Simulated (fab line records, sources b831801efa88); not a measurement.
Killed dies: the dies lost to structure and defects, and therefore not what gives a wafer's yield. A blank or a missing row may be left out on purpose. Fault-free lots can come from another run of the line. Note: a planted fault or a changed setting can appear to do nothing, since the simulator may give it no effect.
fab line records ; flow sky130 ; part 2 of 2: steps 26 to 34 of 34
record: lots: 5; wafers: 15; lastDay: 49
route steps=708 shown METAL3@555 VIA3@573
lots untouched by any fault: they come from a run of this same line in which no faults occurred
startH: hours from the record's first day to the start of the lot's first wafer shown ; waitH: hours elapsed since this lot's preceding step ; " repeats the value in the row above ; L1.1+2: a row that stands for several wafers ; - value missing, or start not given ; * or withheld: withheld ; < > ~ a bound
route shown NAME@n: a module of which the file shows steps, and the number in the route of the first ; usual: the fault-free wafers' mean and standard deviation ; same: alike in all rows ; chamber/n: place in a boat ; sites: the reading at each site ; _std_site: how widely they spread, as a standard deviation ; _edge_site: mean of outer sites minus mean of inner sites ; radiusMm: for every site, how far away it sits from the centre of the wafer ; mask NAME#n: copy n ; behind: the tool/chamber that last shaped the wafer ; hold: cause of the lot's hold/its duration in hours/its outcome ; device: the transistor (n, p or np) that didn't switch ; end of line: the route-end tests of the same wafers ; a step given without rows: its recipe and nothing more ; killed: the dies lost at the first sort to structure and to defects; this is not the yield of the wafer ; map: a wafer's dies, x killed, . not, _ none there
set.NAME: the setting as run; set.NAME@STEP: as run at that earlier step ; model.NAME: the simulator's own value behind a step, which no gauge read
lots seen at some steps along the route; tables by step, rows by wafer
services: when a tool's chamber went out of use (startH, in hours from the record's first day, below 0 if earlier), for how many hours, and the reason
== steps ==
step: SKY_VIA3_COAT_07
recipe: resist: KrF-thick; spinRpm: 3000; resistThkNm: 450
usual: chillPlateTempC: 23.00/0.12
lot.wafer;tool;chamber;startH;waitH;chillPlateTempC
L076.1;lithoTrack-01;0;-;-;22.87
L076.2;lithoTrack-01;0;-;-;23.01
L076.6;lithoTrack-01;0;-;-;22.87
L083.1;lithoTrack-02;0;-;-;23.01
L083.3;lithoTrack-02;0;-;-;23.02
L083.6;lithoTrack-02;0;-;-;22.93
L086.2;lithoTrack-02;0;-;-;23.07
L086.5;lithoTrack-02;0;-;-;22.90
L086.6;lithoTrack-02;0;-;-;22.87
L088.1;lithoTrack-02;0;-;-;23.05
L088.2;lithoTrack-02;0;-;-;23.03
L088.6;lithoTrack-02;0;-;-;22.99
L092.1;lithoTrack-01;0;-;-;23.21
L092.5;lithoTrack-01;0;-;-;22.99
L092.6;lithoTrack-01;0;-;-;23.19
step: SKY_VIA3_SOFTBAKE_08
recipe: tempC: 100; timeS: 90; resist: KrF-thick
usual: chillPlateTempC: 23.01/0.11
lot.wafer;tool;chamber;startH;waitH;chillPlateTempC
L076.1;lithoTrack-01;0;-;-;23.09
L076.2;lithoTrack-01;0;-;-;22.96
L076.6;lithoTrack-01;0;-;-;23.03
L083.1;lithoTrack-02;0;-;-;23.15
L083.3;lithoTrack-02;0;-;-;23.01
L083.6;lithoTrack-02;0;-;-;23.04
L086.2;lithoTrack-02;0;-;-;23.04
L086.5;lithoTrack-02;0;-;-;22.95
L086.6;lithoTrack-02;0;-;-;22.91
L088.1;lithoTrack-02;0;-;-;22.98
L088.2;lithoTrack-02;0;-;-;22.84
L088.6;lithoTrack-02;0;-;-;22.97
L092.1;lithoTrack-01;0;-;-;22.90
L092.5;lithoTrack-01;0;-;-;22.85
L092.6;lithoTrack-01;0;-;-;23.06
step: SKY_VIA3_EXPOSE_09
recipe: maskId: VIM3; na: 0.8; sourceShape: annular; sigmaInner: 0.55; sigmaOuter: 0.85; targetCdNm: 200; doseMj: 38
lot.wafer;tool;chamber;startH;waitH;mask
L076.1+2+6;krfScanner-01;0;-;-;VIM3#0
L083.1+3+6;krfScanner-02;0;-;-;VIM3#0
L086.2+5+6;krfScanner-02;0;-;-;VIM3#0
L088.1+2+6;krfScanner-02;0;-;-;VIM3#0
L092.1+5+6;krfScanner-01;0;-;-;VIM3#0
step: SKY_VIA3_PEB_10
recipe: pebTempC: withheld; pebTimeS: withheld; resist: KrF-thick
usual: chillPlateTempC: *
lot.wafer;tool;chamber;startH;waitH;chillPlateTempC
L076.1;lithoTrack-01;0;-;-;*
L076.2;lithoTrack-01;0;-;-;*
L076.6;lithoTrack-01;0;-;-;*
L083.1;lithoTrack-03;0;-;-;*
L083.3;lithoTrack-03;0;-;-;*
L083.6;lithoTrack-03;0;-;-;*
L086.2;lithoTrack-01;0;-;-;*
L086.5;lithoTrack-01;0;-;-;*
L086.6;lithoTrack-01;0;-;-;*
L088.1;lithoTrack-01;0;-;-;*
L088.2;lithoTrack-01;0;-;-;*
L088.6;lithoTrack-01;0;-;-;*
L092.1;lithoTrack-02;0;-;-;*
L092.5;lithoTrack-02;0;-;-;*
L092.6;lithoTrack-02;0;-;-;*
step: SKY_VIA3_DEVELOP_11
recipe: developTimeS: 60; resist: KrF-thick; devTempC: 21
usual: chillPlateTempC: 22.99/0.095
same: developTimeS: 60
lot.wafer;tool;chamber;startH;waitH;chillPlateTempC
L076.1;lithoTrack-01;0;-;-;22.92
L076.2;lithoTrack-01;0;-;-;22.87
L076.6;lithoTrack-01;0;-;-;22.88
L083.1;lithoTrack-03;0;-;-;23.00
L083.3;lithoTrack-03;0;-;-;22.88
L083.6;lithoTrack-03;0;-;-;22.81
L086.2;lithoTrack-01;0;-;-;22.96
L086.5;lithoTrack-01;0;-;-;23.06
L086.6;lithoTrack-01;0;-;-;22.95
L088.1;lithoTrack-01;0;-;-;23.16
L088.2;lithoTrack-01;0;-;-;23.19
L088.6;lithoTrack-01;0;-;-;23.10
L092.1;lithoTrack-02;0;-;-;22.98
L092.5;lithoTrack-02;0;-;-;22.99
L092.6;lithoTrack-02;0;-;-;23.08
step: SKY_VIA3_CD_MEAS_12
recipe: targetCdNm: 200
usual: cdNm: 199.8/1.3
lot.wafer;tool;chamber;startH;waitH;cdNm
L076.1;cdSem-01;-;947.99;-;199.1
L076.2;cdSem-01;-;947.99;-;198.7
L076.6;cdSem-01;-;947.99;-;200.0
L083.1;cdSem-01;-;986.69;-;199.5
L083.3;cdSem-01;-;986.69;-;199.5
L083.6;cdSem-01;-;986.69;-;199.4
L086.2;cdSem-02;-;1007.26;-;199.4
L086.5;cdSem-02;-;1007.26;-;200.4
L086.6;cdSem-02;-;1007.26;-;200.1
L088.1;cdSem-01;-;1021.64;-;201.0
L088.2;cdSem-01;-;1021.64;-;200.6
L088.6;cdSem-01;-;1021.64;-;199.1
L092.1;cdSem-01;-;1048.58;-;198.7
L092.5;cdSem-01;-;1048.58;-;198.4
L092.6;cdSem-01;-;1048.58;-;198.3
step: SKY_VIA3_OVL_MEAS_13
usual: VIA3_OVL: 5/6.3
lot.wafer;tool;chamber;startH;waitH;VIA3_OVL[nm]
L076.1;overlay-02;-;948.11;0.1;1
L076.2;overlay-02;-;948.11;0.1;4
L076.6;overlay-02;-;948.11;0.1;0
L083.1;overlay-01;-;986.81;0.1;2
L083.3;overlay-01;-;986.81;0.1;10
L083.6;overlay-01;-;986.81;0.1;10
L086.2;overlay-01;-;1007.36;0.1;8
L086.5;overlay-01;-;1007.36;0.1;-8
L086.6;overlay-01;-;1007.36;0.1;6
L088.1;overlay-01;-;1021.76;0.1;3
L088.2;overlay-01;-;1021.76;0.1;10
L088.6;overlay-01;-;1021.76;0.1;4
L092.1;overlay-02;-;1048.70;0.1;3
L092.5;overlay-02;-;1048.70;0.1;3
L092.6;overlay-02;-;1048.70;0.1;-5
step: SKY_VIA3_ETCH_14
recipe: chemistry: N2/H2; target: BARC; ionEnergyEv: 200; sourceW: 500; biasW: 100; pressureMtorr: 30; n2FlowSccm: 100; h2FlowSccm: 200; stopOn: SiO2; timeS: 45.9; targetDepthA: 600
usual: drypumpMotorCurrentA: 5.7/0.58; h2FlowSccm: 200.0/0.6; oesProductAu: 0.854/0.0048; throttleValvePct: 13.226/0.0085
lot.wafer;tool;chamber;startH;waitH;drypumpMotorCurrentA;h2FlowSccm;oesProductAu;rfHoursCounterH;throttleValvePct
L076.1;rieDiel-02;3;948.14;0.0;5.9;199.2;0.852;19;13.217
L076.2;rieDiel-02;2;948.14;0.0;6.2;199.8;0.855;17;13.239
L076.6;rieDiel-02;2;948.14;0.0;6.2;198.9;0.854;-;13.212
L083.1;rieDiel-02;2;986.85;0.0;6.2;199.5;0.864;18;13.230
L083.3;rieDiel-02;1;986.85;0.0;4.8;198.9;0.855;17;13.238
L083.6;rieDiel-02;1;986.85;0.0;4.8;199.3;0.863;-;13.203
L086.2;rieDiel-02;1;1007.39;0.0;4.8;199.3;0.857;18;13.217
L086.5;rieDiel-02;2;1007.39;0.0;6.2;200.3;0.854;-;13.233
L086.6;rieDiel-02;1;1007.39;0.0;4.7;199.6;0.858;-;13.221
L088.1;rieDiel-03;2;1021.79;0.0;5.6;199.9;0.856;17;13.221
L088.2;rieDiel-03;1;1021.79;0.0;5.9;201.5;0.852;10;13.242
L088.6;rieDiel-03;3;1021.79;0.0;5.6;200.3;0.858;-;13.222
L092.1;rieDiel-04;3;1048.73;0.0;5.0;199.3;0.853;11;13.219
L092.5;rieDiel-04;2;1048.73;0.0;5.6;200.1;0.855;-;13.229
L092.6;rieDiel-04;1;1048.73;0.0;5.2;199.8;0.855;-;13.232
step: SKY_VIA3_ETCH_15
recipe: target: SiO2; chemistry: C4F8/O2/Ar; targetDepthNm: 507; stopOn: TiN; maskMaterial: KrF-thick; sourceW: 1500; biasW: 1200; pressureMtorr: 40; c4f8FlowSccm: withheld; O2_flow_sccm: 6; Ar_flow_sccm: 300; timeS: 78
usual: oesProductAu: 0.946/0.0048
lot.wafer;tool;chamber;startH;waitH;oesProductAu;rfHoursCounterH
L076.1;rieDiel-02;3;948.19;0.0;0.943;19
L076.2;rieDiel-02;2;948.19;0.0;0.942;17
L076.6;rieDiel-02;2;948.19;0.0;0.944;-
L083.1;rieDiel-02;2;986.89;0.0;0.935;18
L083.3;rieDiel-02;1;986.89;0.0;0.949;17
L083.6;rieDiel-02;1;986.89;0.0;0.947;-
L086.2;rieDiel-02;1;1007.44;0.0;0.939;18
L086.5;rieDiel-02;2;1007.44;0.0;0.953;-
L086.6;rieDiel-02;1;1007.44;0.0;0.944;-
L088.1;rieDiel-03;2;1021.84;0.0;0.955;17
L088.2;rieDiel-03;1;1021.84;0.0;0.948;10
L088.6;rieDiel-03;3;1021.84;0.0;0.951;-
L092.1;rieDiel-04;3;1048.77;0.0;0.950;11
L092.5;rieDiel-04;2;1048.77;0.0;0.944;-
L092.6;rieDiel-04;1;1048.77;0.0;0.944;-
== services ==
tool;chamber;startH;hours;kind
krfScanner-02;-;886.82;0.8;pm
krfScanner-02;-;888.13;0.5;repair
plasmaAsher-04;-;901.04;14.6;pm
rieMetal-01;-;901.46;0.3;repair
rieDiel-03;0;905.80;64.4;repair
krfScanner-02;-;907.46;1.3;pm
krfScanner-02;-;919.46;5.1;repair
rieDiel-02;-;922.94;0.5;repair
wetBench-03;-;935.19;1.9;pm
krfScanner-01;-;938.52;0.8;pm
krfScanner-02;-;954.41;1.0;pm
hdpcvd-01;-;957.72;0.5;repair
cmp-01;-;966.31;6.5;pm
rieDiel-02;1;969.98;3.9;repair
wetBench-02;-;975.08;2.5;repair
krfScanner-01;-;975.09;3.8;repair
krfScanner-02;-;986.26;1.5;repair
cmp-01;-;999.58;1.9;repair
krfScanner-01;-;1009.03;1.3;pm
cmp-01;-;1014.91;2.5;repair
wetBench-03;-;1020.26;2.3;repair
cmp-01;-;1023.99;0.9;repair
rieDiel-03;2;1026.15;22.1;repair
krfScanner-01;-;1028.12;1.0;pm
